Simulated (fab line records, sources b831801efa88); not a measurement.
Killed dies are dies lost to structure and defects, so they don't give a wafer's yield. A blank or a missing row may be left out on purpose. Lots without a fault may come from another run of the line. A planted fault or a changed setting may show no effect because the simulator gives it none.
One fault seen from 2 desks | flow gf180mcu | each desk has only its own numbers; what lay behind them comes last

THE TOOL OWNER'S DESK: pvd_sputter-03
The tool's own readings at GF_MIM_SPUTTER_07 (material TiN, target thk 60 nm, time 50 s): means of the sampled wafers that have a number, for each lot that ran on this tool. A lot is out of limits, marked OUT, if its mean lies more than 4 standard deviations from the usual mean; the brackets give that distance.
Columns: A = throttle_valve_pct at GF_MIM_SPUTTER_07, usual 29.6 %
lot  | first seen here | A
L757 | day 24 19:43    | 29.3
L758 | day 25 04:47    | 29.7
L760 | day 26 00:34    | 29.7
L766 | day 27 22:30    | 29.3
This desk's finding: nothing out of limits on any of the 4 lots.

THE METROLOGY DESK
What the gauges read, lot by lot, whatever tool the lot ran on: means of the sampled wafers that have a number. A lot is out of limits, marked OUT, if its mean lies more than 4 standard deviations from the usual mean; the brackets give that distance.
Columns: A = PASSIVATION_CVD_02_THK at GF_PASSIVATION_THK_MEAS_03, usual 697 nm; B = PASSIVATION_BOW at GF_PASSIVATION_BOW_MEAS_14, usual 136 um
lot  | first seen here | A   | B
L756 | day 28 02:25    | 696 | 148
L757 | day 28 11:52    | 705 | 145
L758 | day 28 19:26    | 692 | 136
L760 | day 29 11:52    | 698 | 119
L766 | day 31 07:18    | 694 | 144
L769 | day 32 00:00    | 693 | 142
L770 | day 32 06:36    | 696 | 136
L772 | day 32 19:04    | 701 | 152
L773 | day 33 01:54    | 703 | 136
L775 | day 33 10:25    | 701 | 138
L774 | day 33 12:12    | 699 | 129
L776 | day 33 13:47    | 695 | 129
L778 | day 34 02:01    | 696 | 142
This desk's finding: nothing out of limits on any of the 13 lots.

PUT TOGETHER
The tool owner's desk saw nothing out of limits.
The metrology desk saw nothing out of limits.

WHAT THE SIMULATOR HAD PUT IN
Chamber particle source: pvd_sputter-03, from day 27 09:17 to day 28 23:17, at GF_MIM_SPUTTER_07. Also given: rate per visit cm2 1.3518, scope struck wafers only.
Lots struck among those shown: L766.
